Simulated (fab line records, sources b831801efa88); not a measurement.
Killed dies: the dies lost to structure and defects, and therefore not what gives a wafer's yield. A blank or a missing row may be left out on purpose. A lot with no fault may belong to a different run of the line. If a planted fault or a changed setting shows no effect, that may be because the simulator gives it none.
fab line records    flow sky130
record: lots: 7  wafers: 21  last-day: 50
route steps=708 shown POLY_GATE@222 PAD_OPEN@708
lots untouched by any fault: they come from a run of this same line in which no faults occurred
start-h: hours from the record's opening day to when the first of the lot's shown wafers began    wait-h: hours since the lot's step before    " same as the row above    L1.1+2: a single row standing in for several wafers    - no value present, or no start provided    * or withheld: withheld    < > ~ a bound
route shown NAME@n: NAME is a module with steps in the file, n the number in the route of the first one    usual: average and standard deviation across the fault-free wafers    same: alike in all rows    chamber/n: place in a boat    sites: each site's reading    _std_site: standard deviation across them    _edge_site: the outer-site mean with the inner-site mean subtracted    radius-mm: for every site, how far away it sits from the centre of the wafer    mask NAME#n: copy n    behind: tool/chamber where the wafer was last shaped    hold: why the lot was held/for how many hours/how that ended    device: the n, p or np transistor that did not switch    end of line: tests of these same wafers at the route's end    a step with no rows: only its recipe    killed: dies that structure and defects cost at the first sort, which is not the same as the wafer's yield    map: a wafer's dies, marking killed ones x, the rest . and places with no die _
set.NAME: setting as actually run; set.NAME@STEP: the setting as run at that earlier step    model.NAME: the simulator's own value behind a step, which no gauge read
certain route steps with their lots: each step a table, each wafer a row
services: when a tool's chamber went out of use (start-h, in hours from the record's first day, below 0 if earlier), for how many hours, and the reason
== steps ==
step: SKY_POLY_GATE_COAT_08
recipe: resist: KrF-thick  spin-rpm: 3000  resist-thk-nm: 450
step: SKY_POLY_GATE_SOFTBAKE_09
recipe: temp-c: 100  time-s: 90  resist: KrF-thick
step: SKY_POLY_GATE_EXPOSE_10
recipe: mask-id: P1M  na: 0.68  source-shape: conventional  sigma-outer: 0.6  target-cd-nm: 150  dose-mj: 28
step: SKY_POLY_GATE_PEB_11
recipe: peb-temp-c: withheld  peb-time-s: withheld  resist: KrF-thick
step: SKY_POLY_GATE_DEVELOP_12
recipe: develop-time-s: 60  resist: KrF-thick  dev-temp-c: 21
step: SKY_POLY_GATE_CD_MEAS_13
recipe: target-cd-nm: 150
usual: cd-nm: 149.7/1.3
lot.wafer  tool       chamber  start-h  wait-h  cd-nm
L408.2     cd-sem-01  -        410.67   -       150.8
L408.4     "          -        "        "       150.7
L408.6     "          -        "        "       150.4
L409.1     cd-sem-01  -        416.32   -       148.1
L409.5     "          -        "        "       147.7
L409.6     "          -        "        "       149.0
L414.1     cd-sem-01  -        462.27   -       150.2
L414.3     "          -        "        "       149.0
L414.5     "          -        "        "       149.0
L423.2     cd-sem-02  -        546.74   -       148.8
L423.4     "          -        "        "       149.9
L423.5     "          -        "        "       151.4
L424.1     cd-sem-02  -        552.71   -       149.7
L424.4     "          -        "        "       150.5
L424.5     "          -        "        "       150.8
L425.1     cd-sem-02  -        569.20   -       149.0
L425.2     "          -        "        "       150.4
L425.6     "          -        "        "       149.2
L427.3     cd-sem-02  -        577.25   -       149.4
L427.4     "          -        "        "       147.5
L427.5     "          -        "        "       148.5
step: SKY_POLY_GATE_OVL_MEAS_14
usual: POLY_GATE_OVL: -2/6
lot.wafer  tool        chamber  start-h  wait-h  POLY_GATE_OVL[nm]
L408.2     overlay-02  -        410.78   0.1     4
L408.4     "           -        "        "       3
L408.6     "           -        "        "       6
L409.1     overlay-01  -        416.44   0.1     -7
L409.5     "           -        "        "       -8
L409.6     "           -        "        "       -8
L414.1     overlay-01  -        462.39   0.1     -5
L414.3     "           -        "        "       0
L414.5     "           -        "        "       -5
L423.2     overlay-01  -        546.84   0.1     -13
L423.4     "           -        "        "       -4
L423.5     "           -        "        "       -4
L424.1     overlay-01  -        552.83   0.1     7
L424.4     "           -        "        "       -1
L424.5     "           -        "        "       2
L425.1     overlay-01  -        569.32   0.1     7
L425.2     "           -        "        "       8
L425.6     "           -        "        "       9
L427.3     overlay-02  -        577.34   0.1     -17
L427.4     "           -        "        "       -11
L427.5     "           -        "        "       -4
step: SKY_POLY_GATE_ETCH_15
recipe: chemistry: N2/H2  target: BARC  ion-energy-ev: 200  source-w: 500  bias-w: 100  pressure-mtorr: 30  n2-flow-sccm: 100  h2-flow-sccm: 200  stop-on: SiO2  time-s: 118.5  target-depth-a: 1100
usual: bias-w: 99.98/0.3  drypump-motor-current-A: 5.3/0.34  oes-product-au: 0.717/0.0047  throttle-valve-pct: 13.213/0.0092
lot.wafer  tool         chamber  start-h  wait-h  bias-w  drypump-motor-current-A  oes-product-au  rf-hours-counter-h  throttle-valve-pct
L408.2     rie-diel-02  2        410.81   0.0     99.68   5.0                      0.715           9                   13.220
L408.4     "            0        "        "       100.02  5.0                      0.716           11                  13.224
L408.6     "            1        "        "       99.78   5.2                      0.715           -                   13.227
L409.1     rie-diel-03  2        416.47   0.0     99.87   5.3                      0.717           5                   13.201
L409.5     "            1        "        "       100.19  4.7                      0.714           -                   13.221
L409.6     "            2        "        "       100.38  5.3                      0.718           -                   13.218
L414.1     rie-diel-02  0        462.42   0.0     100.36  5.0                      0.714           12                  13.207
L414.3     "            3        "        "       100.08  5.3                      0.716           8                   13.207
L414.5     "            1        "        "       99.49   5.2                      0.716           -                   13.225
L423.2     rie-diel-04  2        546.87   0.0     99.58   5.8                      0.709           7                   13.205
L423.4     "            0        "        "       100.38  5.7                      0.719           60                  13.210
L423.5     "            0        "        "       100.42  5.7                      0.726           -                   13.216
L424.1     rie-diel-02  2        552.86   0.0     99.77   5.0                      0.724           12                  13.215
L424.4     "            3        "        "       100.20  5.3                      0.708           10                  13.213
L424.5     "            0        "        "       99.55   5.0                      0.711           -                   13.209
L425.1     rie-diel-04  0        569.36   0.0     100.32  5.7                      0.710           60                  13.208
L425.2     "            3        "        "       99.52   5.2                      0.712           15                  13.218
L425.6     "            3        "        "       99.61   5.3                      0.712           -                   13.193
L427.3     rie-diel-04  3        577.36   0.0     100.14  5.3                      0.720           15                  13.217
L427.4     "            2        "        "       99.84   5.8                      0.711           8                   13.224
L427.5     "            2        "        "       100.08  5.9                      0.716           -                   13.213
step: SKY_POLY_GATE_ETCH_16
recipe: stop-on: poly-Si  chemistry: CH3F/O2  target: Si3N4  source-w: 400  bias-w: 80  pressure-mtorr: 25  ch3f-flow-sccm: 40  O2_flow_sccm: 30  time-s: 147.5  target-depth-a: 750
usual: bias-w: 80.00/0.23  drypump-motor-current-A: 5.3/0.34  oes-product-au: 0.643/0.0052  throttle-valve-pct: 10.535/0.0085
lot.wafer  tool         chamber  start-h  wait-h  bias-w  drypump-motor-current-A  oes-product-au  rf-hours-counter-h  throttle-valve-pct
L408.2     rie-diel-02  2        410.89   0.0     80.15   5.0                      0.641           9                   10.547
L408.4     "            0        "        "       79.61   5.0                      0.641           11                  10.530
L408.6     "            1        "        "       80.00   5.2                      0.644           -                   10.540
L409.1     rie-diel-03  2        416.56   0.0     79.96   5.3                      0.642           5                   10.515
L409.5     "            1        "        "       79.98   4.6                      0.641           -                   10.533
L409.6     "            2        "        "       79.48   5.3                      0.638           -                   10.527
L414.1     rie-diel-02  0        462.51   0.0     80.01   5.0                      0.637           12                  10.531
L414.3     "            3        "        "       80.27   5.3                      0.633           8                   10.535
L414.5     "            1        "        "       79.83   5.2                      0.649           -                   10.529
L423.2     rie-diel-04  2        546.95   0.0     80.10   5.8                      0.646           7                   10.541
L423.4     "            0        "        "       80.25   5.6                      0.653           60                  10.533
L423.5     "            0        "        "       80.18   5.6                      0.642           -                   10.548
L424.1     rie-diel-02  2        552.95   0.0     79.77   5.0                      0.646           12                  10.525
L424.4     "            3        "        "       80.08   5.4                      0.653           10                  10.530
L424.5     "            0        "        "       80.25   5.0                      0.643           -                   10.531
L425.1     rie-diel-04  0        569.44   0.0     80.32   5.7                      0.646           60                  10.539
L425.2     "            3        "        "       79.81   5.2                      0.647           15                  10.529
L425.6     "            3        "        "       79.57   5.2                      0.642           -                   10.552
L427.3     rie-diel-04  3        577.45   0.0     79.78   5.3                      0.643           15                  10.524
L427.4     "            2        "        "       79.76   5.8                      0.649           8                   10.523
L427.5     "            2        "        "       79.82   5.9                      0.649           -                   10.534
step: SKY_POLY_GATE_ETCH_17
recipe: target-depth-nm: 180  stop-on: SiO2  over-etch-frac: 0.56667  chemistry: HBr/Cl2  target: poly-Si  icp-w: 400  bias-w: 100  pressure-mtorr: 10  HBr_flow_sccm: 150  Cl2_flow_sccm: 50  time-s: 70.5
usual: HBr_flow_sccm: 150.0/0.43  bias-w: 100.0/0.31  drypump-motor-current-A: 5.7/0.3  oes-product-au: 0.983/0.0083  throttle-valve-pct: 33.685/0.0096
lot.wafer  tool       chamber  start-h  wait-h  HBr_flow_sccm  bias-w  drypump-motor-current-A  oes-product-au  rf-hours-counter-h  throttle-valve-pct
L408.2     rie-si-02  3        410.99   0.0     150.2          99.8    5.4                      0.978           41                  33.702
L408.4     "          1        "        "       149.8          99.8    5.5                      0.989           -                   33.662
L408.6     "          3        "        "       150.2          99.7    5.4                      0.983           -                   33.689
L409.1     rie-si-01  2        416.65   0.0     149.8          100.2   6.0                      0.992           6                   33.689
L409.5     "          1        "        "       150.8          99.9    5.3                      0.987           -                   33.684
L409.6     "          0        "        "       149.8          100.0   6.0                      0.993           -                   33.685
L414.1     rie-si-02  2        462.60   0.0     151.1          99.9    5.9                      0.992           0                   33.678
L414.3     "          3        "        "       149.8          99.7    5.4                      0.972           41                  33.698
L414.5     "          0        "        "       150.2          99.6    5.5                      0.985           -                   33.696
L423.2     rie-si-02  3        547.05   0.0     150.0          99.9    5.4                      0.981           42                  33.681
L423.4     "          0        "        "       149.6          99.8    5.5                      0.980           0                   33.687
L423.5     "          3        "        "       149.6          99.5    5.4                      0.979           -                   33.686
L424.1     rie-si-01  0        553.04   0.0     149.4          100.3   6.0                      0.986           11                  33.682
L424.4     "          0        "        "       149.9          100.7   6.0                      0.978           -                   33.686
L424.5     "          1        "        "       149.8          99.9    5.4                      0.978           -                   33.681
L425.1     rie-si-02  2        569.54   0.0     149.8          99.8    5.9                      0.986           1                   33.685
L425.2     "          1        "        "       150.3          99.5    5.5                      0.990           0                   33.698
L425.6     "          2        "        "       150.5          100.0   5.9                      0.996           -                   33.684
L427.3     rie-si-02  1        577.54   0.0     149.1          99.5    5.5                      0.975           0                   33.692
L427.4     "          0        "        "       150.2          100.0   5.5                      0.966           -                   33.703
L427.5     "          2        "        "       149.6          99.9    5.9                      0.985           -                   33.684
step: SKY_POLY_GATE_STRIP_18
recipe: chemistry: O2/N2  power-w: 1400  pressure-mtorr: 1500  platen-temp-c: withheld  o2-flow-sccm: 3000  n2-flow-sccm: 300  overash-fraction: 0.5
usual: drypump-motor-current-A: 5.6/0.41  oes-product-au: 0.362/0.0045  strip-time-to-endpoint-s: 3.19/0.047
lot.wafer  tool             chamber  start-h  wait-h  drypump-motor-current-A  oes-product-au  rf-hours-counter-h  strip-time-to-endpoint-s
L408.2     plasma-asher-04  1        411.04   0.0     5.1                      0.356           25                  3.18
L408.4     "                0        "        "       5.7                      0.359           -                   3.12
L408.6     "                1        "        "       5.1                      0.360           -                   3.18
L409.1     plasma-asher-02  1        416.71   0.0     5.4                      0.356           61                  3.14
L409.5     "                0        "        "       6.0                      0.357           -                   3.15
L409.6     "                1        "        "       5.4                      0.360           -                   3.16
L414.1     plasma-asher-04  1        462.66   0.0     5.1                      0.365           31                  3.12
L414.3     "                1        "        "       5.1                      0.356           -                   3.18
L414.5     "                0        "        "       5.7                      0.366           -                   3.21
L423.2     plasma-asher-03  0        547.11   0.0     6.0                      0.358           90                  3.18
L423.4     "                1        "        "       5.0                      0.351           -                   3.16
L423.5     "                1        "        "       4.9                      0.359           -                   3.16
L424.1     plasma-asher-02  0        553.10   0.0     6.0                      0.364           74                  3.20
L424.4     "                0        "        "       6.0                      0.370           -                   3.12
L424.5     "                1        "        "       5.4                      0.358           -                   3.17
L425.1     plasma-asher-02  1        569.59   0.0     5.4                      0.363           76                  3.13
L425.2     "                0        "        "       6.0                      0.356           76                  3.20
L425.6     "                0        "        "       6.0                      0.363           -                   3.17
L427.3     plasma-asher-03  1        577.63   0.1     5.0                      0.360           -                   3.18
L427.4     "                0        "        "       6.0                      0.356           -                   3.17
L427.5     "                1        "        "       5.0                      0.370           -                   3.12
step: SKY_POLY_GATE_CLEAN_19
recipe: chemistry: SC1/SC2  mix: 1:4:20  temp-c: 70  time-s: 150  dry: n2-spin
step: SKY_POLY_GATE_OXIDATION_20
recipe: temp-c: 850  ambient: O2  stabilise-s: 600  purge-s: 300  target-thk-a: 40  ox-time-s: 899
usual: spike-tc-centre-C: 850.8/1.9  spike-tc-lower-C: 850.9/1.1  spike-tc-upper-C: 850.3/1  tube-center-temp-C: 850/0.08  zone-power-centre-pct: 20.4/2  zone-power-lower-pct: 16.0/0.86  zone-power-upper-pct: 17.4/1.6
same: stabilise-s: 600
lot.wafer  tool        chamber  start-h  wait-h  spike-tc-centre-C  spike-tc-lower-C  spike-tc-upper-C  tube-center-temp-C  zone-power-centre-pct  zone-power-lower-pct  zone-power-upper-pct  model.SiO2_of_POLY_GATE_OXIDATION_20.thk-nm
L408.2     furnace-01  0        412.84   1.6     849.8              851.5             851.1             850.03              22.1                   15.4                  19.1                  3.826
L408.4     "           0        "        "       849.2              850.7             848.8             850.13              22.2                   15.5                  18.6                  3.903
L408.6     "           0        "        "       850.3              850.8             849.4             849.82              21.8                   15.1                  18.6                  3.81
L409.1     furnace-01  0        419.41   2.6     849.1              851.3             849.5             850.1               21.9                   15.2                  19.0                  3.951
L409.5     "           0        "        "       850.8              852.3             848.9             850.05              22.0                   15.2                  18.5                  4.083
L409.6     "           0        "        "       851.0              849.2             849.9             849.97              22.4                   15.3                  18.6                  4.027
L414.1     furnace-02  0        462.81   0.0     852.3              850.3             849.3             849.96              18.1                   17.2                  15.7                  3.967
L414.3     "           0        "        "       854.9              850.9             848.8             850.04              18.0                   16.9                  15.7                  3.944
L414.5     "           0        "        "       851.7              849.7             850.6             849.96              18.4                   16.9                  15.4                  3.959
L423.2     furnace-01  0        547.26   0.0     893.6              844.3             844.9             849.99              41.8                   8.0                   10.0                  4.662
L423.4     "           0        "        "       895.5              844.5             845.8             849.95              41.7                   7.9                   9.9                   4.37
L423.5     "           0        "        "       894.1              844.6             843.8             849.91              42.1                   8.0                   10.0                  4.2
L424.1     furnace-01  0        553.26   0.0     894.9              846.0             842.8             850.03              41.6                   8.1                   10.0                  4.992
L424.4     "           0        "        "       893.4              843.5             846.1             849.88              41.1                   8.1                   9.8                   5.197
L424.5     "           0        "        "       895.2              844.4             844.1             849.89              40.8                   8.3                   9.8                   5.181
L425.1     furnace-01  0        569.74   0.0     895.1              844.8             844.6             850.05              41.4                   8.0                   10.0                  5.098
L425.2     "           0        "        "       895.0              846.3             846.1             849.94              41.8                   8.0                   10.0                  5.218
L425.6     "           0        "        "       894.4              847.4             844.6             849.97              42.4                   8.1                   9.8                   5.082
L427.3     furnace-02  0        578.41   0.7     852.0              850.1             850.6             849.95              17.9                   16.8                  15.4                  3.956
L427.4     "           0        "        "       851.7              850.8             850.1             849.92              18.1                   16.7                  15.8                  3.915
L427.5     "           0        "        "       853.3              850.9             850.7             850.04              17.9                   17.2                  15.5                  3.897
step: SKY_POLY_GATE_THK_MEAS_21
recipe: reads: SiO2_of_POLY_GATE_OXIDATION_20
usual: POLY_GATE_OXIDATION_THK: 3.96/0.082
lot.wafer  tool           chamber  start-h  wait-h  POLY_GATE_OXIDATION_THK[nm]
L408.2     film-metro-01  -        414.16   0.1     3.80
L408.4     "              -        "        "       3.89
L408.6     "              -        "        "       3.80
L409.1     film-metro-01  -        420.66   0.0     3.96
L409.5     "              -        "        "       4.09
L409.6     "              -        "        "       3.99
L414.1     film-metro-01  -        464.06   0.0     3.96
L414.3     "              -        "        "       3.91
L414.5     "              -        "        "       3.98
L423.2     film-metro-04  -        548.52   0.0     4.63
L423.4     "              -        "        "       4.38
L423.5     "              -        "        "       4.21
L424.1     film-metro-02  -        554.51   0.0     4.98
L424.4     "              -        "        "       5.23
L424.5     "              -        "        "       5.20
L425.1     film-metro-04  -        570.99   0.0     5.14
L425.2     "              -        "        "       5.24
L425.6     "              -        "        "       5.08
L427.3     film-metro-02  -        579.68   0.0     3.95
L427.4     "              -        "        "       3.96
L427.5     "              -        "        "       3.93
step: SKY_POLY_GATE_CD_MEAS_22
usual: cd-nm: 150/3.2
lot.wafer  tool       chamber  start-h  wait-h  cd-nm
L408.2     cd-sem-01  -        414.35   0.2     155
L408.4     "          -        "        "       152
L408.6     "          -        "        "       153
L409.1     cd-sem-02  -        420.72   0.1     150
L409.5     "          -        "        "       141
L409.6     "          -        "        "       149
L414.1     cd-sem-02  -        464.12   0.1     155
L414.3     "          -        "        "       146
L414.5     "          -        "        "       153
L423.2     cd-sem-02  -        548.71   0.2     147
L423.4     "          -        "        "       152
L423.5     "          -        "        "       151
L424.1     cd-sem-02  -        554.57   0.1     154
L424.4     "          -        "        "       150
L424.5     "          -        "        "       151
L425.1     cd-sem-02  -        571.05   0.1     149
L425.2     "          -        "        "       150
L425.6     "          -        "        "       151
L427.3     cd-sem-02  -        579.78   0.1     151
L427.4     "          -        "        "       149
L427.5     "          -        "        "       149
step: SKY_PAD_OPEN_PROBE_99
usual: killed_at_M0_to_M3: 45/7.5  killed_at_M4_up: 2.8/1.9  killed-at-contacts: 25/5.5  killed-at-front-end: 14/4  killed-at-other: 0.3/0.75  killed-dies: 87/9.4  killed-open: 47/6.6  killed-short: 39/6.6
same: gross-dies: 492  killed-at-back-side: 0
lot.wafer  tool       chamber  start-h  wait-h  killed_at_M0_to_M3  killed_at_M4_up  killed-at-contacts  killed-at-front-end  killed-at-other  killed-dies  killed-open  killed-short  model.etest.tip-p.rs-ohm-sq  model.etest.tip-sonos.rs-ohm-sq  model.etest.tip-n.rs-ohm-sq  model.etest.res-pdiff.rs-ohm-sq  model.etest.res-pdiff-hv.rs-ohm-sq  model.etest.res-ndiff.rs-ohm-sq
L408.2     prober-02  -        1110.11  0.1     36                  4                24                  17                   0                81           48           33            6874                         2632                             445.1                        200.1                            194.4                               118.4
L408.4     prober-02  -        1110.21  0.2     35                  1                28                  13                   0                77           38           39            6971                         2624                             447                          201                              193.8                               119
L408.6     prober-02  -        1110.31  0.2     36                  6                23                  20                   0                85           42           43            6887                         2609                             447.3                        199.2                            194.1                               118.6
L409.1     prober-01  -        1111.37  0.1     53                  0                20                  10                   0                83           46           37            6915                         2592                             442.4                        202.3                            196.9                               118.5
L409.5     prober-01  -        1111.57  0.2     45                  2                30                  16                   0                93           45           48            6911                         2583                             442.1                        201.5                            195.6                               117.7
L409.6     prober-01  -        1111.62  0.2     52                  5                16                  16                   7                96           50           39            6960                         2614                             441                          201.1                            195.9                               118.2
L414.1     prober-01  -        1138.62  0.1     44                  2                24                  18                   0                88           46           42            6834                         2734                             440.4                        197                              190                                 119.3
L414.3     prober-01  -        1138.72  0.2     49                  1                21                  17                   0                88           50           38            6832                         2764                             442.1                        198.9                            192.2                               118.9
L414.5     prober-01  -        1138.82  0.2     61                  1                26                  23                   1                112          66           46            6780                         2791                             442.5                        197.5                            192.4                               118.8
L423.2     prober-01  -        1189.57  0.1     45                  2                25                  17                   0                89           53           36            6958                         2785                             450                          203.8                            194.9                               119.9
L423.4     prober-01  -        1189.67  0.2     54                  7                21                  12                   0                94           51           42            6900                         2766                             444                          201.5                            194.1                               119.4
L423.5     prober-01  -        1189.72  0.2     46                  2                24                  13                   0                85           50           35            6836                         2733                             439.2                        199.9                            192.5                               118.2
L424.1     prober-02  -        1196.17  0.1     46                  2                29                  16                   0                93           41           52            7044                         2734                             457.9                        203.4                            197.7                               124.1
L424.4     prober-02  -        1196.32  0.2     48                  0                28                  12                   0                88           57           31            7045                         2754                             458.5                        205                              194.9                               124
L424.5     prober-02  -        1196.37  0.2     43                  4                31                  12                   1                91           46           45            7115                         2785                             457.9                        205                              197                                 125
L425.1     prober-01  -        1202.71  0.1     42                  2                35                  11                   0                90           47           43            7103                         2845                             464.6                        202.1                            194.4                               121.3
L425.2     prober-01  -        1202.76  0.1     41                  0                25                  14                   0                80           42           38            7124                         2857                             465.1                        203.8                            196.6                               122.1
L425.6     prober-01  -        1202.96  0.2     38                  3                28                  9                    2                80           40           40            7067                         2834                             469.9                        203.9                            197.1                               121.6
L427.3     prober-02  -        1207.61  0.2     31                  1                32                  10                   0                74           40           34            6836                         2705                             443.9                        199.2                            195                                 124.5
L427.4     prober-02  -        1207.66  0.2     44                  4                27                  20                   1                96           47           49            6812                         2735                             441.4                        197.6                            195.7                               122.1
L427.5     prober-02  -        1207.71  0.2     46                  3                22                  20                   1                92           49           43            6773                         2717                             440.4                        197.1                            194.8                               122.8
killed by level:class
L408.2 VIA1:geometric-particle:open=9 LI_CONTACT:geometric-particle:open=7 FIELD_ISO:geometric-particle:open=6 CONTACT:geometric-particle:open=6 VIA2:geometric-particle:open=6 METAL1:geometric-particle:short=5 VIA3:geometric-particle:open=5 CONTACT:geometric-particle:short=4
L408.4 CONTACT:geometric-particle:open=11 METAL2:geometric-particle:short=7 LI_CONTACT:geometric-particle:open=6 LI_CONTACT:geometric-particle:short=5 VIA1:geometric-particle:open=5 METAL3:geometric-particle:short=4 POLY_GATE:geometric-particle:short=4 METAL1:geometric-particle:short=4
L408.6 CONTACT:geometric-particle:open=11 VIA1:geometric-particle:open=7 CONTACT:geometric-particle:short=6 VIA1:geometric-particle:short=6 VIA3:geometric-particle:open=6 METAL4:geometric-particle:short=6 FIELD_ISO:geometric-particle:short=5 FIELD_ISO:geometric-particle:open=5
L409.1 VIA1:geometric-particle:open=13 VIA2:geometric-particle:open=9 LI_CONTACT:geometric-particle:open=7 LOCAL_INTERCONNECT:geometric-particle:short=6 METAL2:geometric-particle:short=6 METAL1:geometric-particle:short=5 VIA3:geometric-particle:short=5 VIA3:geometric-particle:open=5
L409.5 CONTACT:geometric-particle:open=9 LOCAL_INTERCONNECT:geometric-particle:short=7 METAL2:geometric-particle:short=7 LI_CONTACT:geometric-particle:open=6 VIA2:geometric-particle:open=6 VIA3:geometric-particle:open=6 METAL3:geometric-particle:short=6 FIELD_ISO:geometric-particle:short=5
L409.6 VIA3:geometric-particle:open=11 VIA1:geometric-particle:open=9 CONTACT:geometric-particle:open=7 PASSIVATION:area-etch=7 VIA2:geometric-particle:open=6 VIA3:geometric-particle:short=6 FIELD_ISO:geometric-particle:open=5 FIELD_ISO:geometric-particle:short=4
L414.1 LI_CONTACT:geometric-particle:open=9 VIA1:geometric-particle:open=8 VIA3:geometric-particle:open=7 LOCAL_INTERCONNECT:geometric-particle:short=6 METAL1:geometric-particle:short=5 CONTACT:geometric-particle:open=5 FIELD_ISO:geometric-particle:short=4 SPACER:geometric-particle:open=4
L414.3 VIA1:geometric-particle:open=10 METAL1:geometric-particle:short=8 CONTACT:geometric-particle:open=8 VIA3:geometric-particle:open=8 FIELD_ISO:geometric-particle:open=6 CONTACT:geometric-particle:short=6 VIA2:geometric-particle:open=6 METAL2:geometric-particle:short=5
L414.5 VIA1:geometric-particle:open=17 FIELD_ISO:geometric-particle:open=10 CONTACT:geometric-particle:open=9 LI_CONTACT:geometric-particle:open=8 METAL1:geometric-particle:short=7 METAL2:geometric-particle:short=7 VIA3:geometric-particle:open=7 CONTACT:geometric-particle:short=5
L423.2 CONTACT:geometric-particle:open=16 VIA1:geometric-particle:open=11 VIA1:geometric-particle:short=8 VIA3:geometric-particle:open=6 VIA2:geometric-particle:open=6 LI_CONTACT:geometric-particle:open=4 CONTACT:geometric-particle:short=4 METAL1:geometric-particle:short=4
L423.4 VIA1:geometric-particle:open=17 CONTACT:geometric-particle:open=9 CONTACT:geometric-particle:short=8 VIA3:geometric-particle:open=7 VIA1:geometric-particle:short=6 VIA3:geometric-particle:short=5 VIA2:geometric-particle:open=5 FIELD_ISO:geometric-particle:short=4
L423.5 VIA3:geometric-particle:open=11 VIA1:geometric-particle:open=9 CONTACT:geometric-particle:open=8 LI_CONTACT:geometric-particle:open=7 METAL1:geometric-particle:short=7 VIA1:geometric-particle:short=7 VIA2:geometric-particle:open=5 CONTACT:geometric-particle:short=5
L424.1 CONTACT:geometric-particle:open=13 METAL2:geometric-particle:short=9 VIA1:geometric-particle:open=7 VIA2:geometric-particle:short=7 CONTACT:geometric-particle:short=6 POLY_GATE:geometric-particle:short=5 VIA3:geometric-particle:open=5 POLY_GATE:geometric-particle:open=4
L424.4 CONTACT:geometric-particle:open=15 VIA1:geometric-particle:open=11 VIA3:geometric-particle:open=10 METAL1:geometric-particle:short=8 LI_CONTACT:geometric-particle:open=6 VIA2:geometric-particle:open=6 VIA1:geometric-particle:short=4 POLY_GATE:geometric-particle:open=3
L424.5 CONTACT:geometric-particle:open=12 VIA1:geometric-particle:open=8 VIA3:geometric-particle:open=8 LI_CONTACT:geometric-particle:open=7 VIA1:geometric-particle:short=7 LOCAL_INTERCONNECT:geometric-particle:short=5 VIA2:geometric-particle:short=5 POLY_GATE:geometric-particle:short=4
L425.1 CONTACT:geometric-particle:open=12 METAL2:geometric-particle:short=8 VIA1:geometric-particle:open=8 LI_CONTACT:geometric-particle:open=7 POLY_GATE:geometric-particle:open=6 LI_CONTACT:geometric-particle:short=6 LOCAL_INTERCONNECT:geometric-particle:short=6 VIA2:geometric-particle:open=6
L425.2 CONTACT:geometric-particle:open=12 VIA3:geometric-particle:open=6 METAL1:geometric-particle:short=6 METAL2:geometric-particle:short=6 POLY_GATE:geometric-particle:open=5 POLY_GATE:geometric-particle:short=5 LI_CONTACT:geometric-particle:short=5 VIA1:geometric-particle:open=5
L425.6 METAL2:geometric-particle:short=10 CONTACT:geometric-particle:open=8 CONTACT:geometric-particle:short=7 LI_CONTACT:geometric-particle:short=6 LI_CONTACT:geometric-particle:open=6 VIA2:geometric-particle:open=6 VIA3:geometric-particle:open=4 VIA1:geometric-particle:open=4
L427.3 CONTACT:geometric-particle:open=11 LI_CONTACT:geometric-particle:open=10 LOCAL_INTERCONNECT:geometric-particle:short=6 VIA1:geometric-particle:open=6 VIA1:geometric-particle:short=5 METAL1:geometric-particle:short=4 VIA2:geometric-particle:open=4 VIA3:geometric-particle:open=4
L427.4 CONTACT:geometric-particle:open=10 VIA1:geometric-particle:open=9 VIA3:geometric-particle:open=9 CONTACT:geometric-particle:short=7 FIELD_ISO:geometric-particle:short=6 POLY_GATE:geometric-particle:open=6 METAL1:geometric-particle:short=6 VIA1:geometric-particle:short=5
L427.5 VIA1:geometric-particle:open=18 LOCAL_INTERCONNECT:geometric-particle:short=7 METAL1:geometric-particle:short=6 POLY_GATE:geometric-particle:open=5 CONTACT:geometric-particle:open=5 FIELD_ISO:geometric-particle:short=4 FIELD_ISO:geometric-particle:open=4 LI_CONTACT:geometric-particle:short=4
== services ==
tool             chamber  start-h  hours  kind
rie-diel-03      2        388.67   1.7    repair
rie-si-01        2        391.12   1.5    repair
plasma-asher-02  -        400.19   0.5    repair
furnace-01       -        409.29   3.5    pm
rie-si-01        3        411.96   7.2    repair
rie-diel-04      -        430.18   4.0    pm
rie-diel-02      3        433.57   13.3   repair
rie-diel-02      0        444.12   9.0    repair
rie-diel-04      3        450.61   5.2    repair
rie-diel-04      2        453.87   3.6    repair
rie-si-02        -        463.61   0.2    repair
rie-diel-02      3        465.61   4.2    repair
rie-diel-02      -        470.27   0.1    repair
rie-diel-02      -        484.34   0.3    repair
rie-si-02        -        495.83   0.8    repair
rie-diel-04      0        497.30   9.4    repair
furnace-01       -        500.20   29.8   repair
rie-diel-04      -        518.50   5.4    repair
furnace-01       -        530.05   3.8    pm
rie-diel-04      0        541.78   2.0    repair
furnace-01       -        548.51   4.6    pm
rie-diel-02      1        563.76   3.9    repair
rie-diel-02      -        568.22   0.4    repair
furnace-01       -        576.42   3.5    pm
== key ==
first-sign: step: SKY_POLY_GATE_OXIDATION_20  reading: spike-tc-centre-C  direction: up  sigmas: 24  usual: 850.8  struck: 894.6
effect: step: SKY_POLY_GATE_OXIDATION_20  reading: zone-power-centre-pct  direction: up  sigmas: 11  usual: 20.4  struck: 41.6
effect: step: SKY_POLY_GATE_THK_MEAS_21  reading: POLY_GATE_OXIDATION_THK  direction: up  sigmas: 11  usual: 3.96  struck: 4.90
model-effect: step: SKY_POLY_GATE_OXIDATION_20  value: SiO2_of_POLY_GATE_OXIDATION_20.thk-nm  without: 4.102  struck: 4.889
model-effect: step: SKY_PAD_OPEN_PROBE_99  value: etest.tip-p.rs-ohm-sq  without: 6889  struck: 7021
met-at SKY_POLY_GATE_OXIDATION_20
struck-wafers L423.2,L423.4,L423.5,L424.1,L424.4,L424.5,L425.1,L425.2,L425.6
tester-left-out L423,L424,L425
onset-between 419.41 547.26
fault: kind: process-parameter-drift  tool: furnace-01  chamber: -  onset-h: 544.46  steps: SKY_POLY_GATE_OXIDATION_20  channel: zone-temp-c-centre  offset: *  shape: step  end-h: 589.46
tester-left-out: of these lots the tester's yield and bins aren't shown, on N5 and GAA mostly nor the transistor test; their killed dies are dies lost to structure and defects alone, not to doping, threshold or leakage, so they don't give the yield
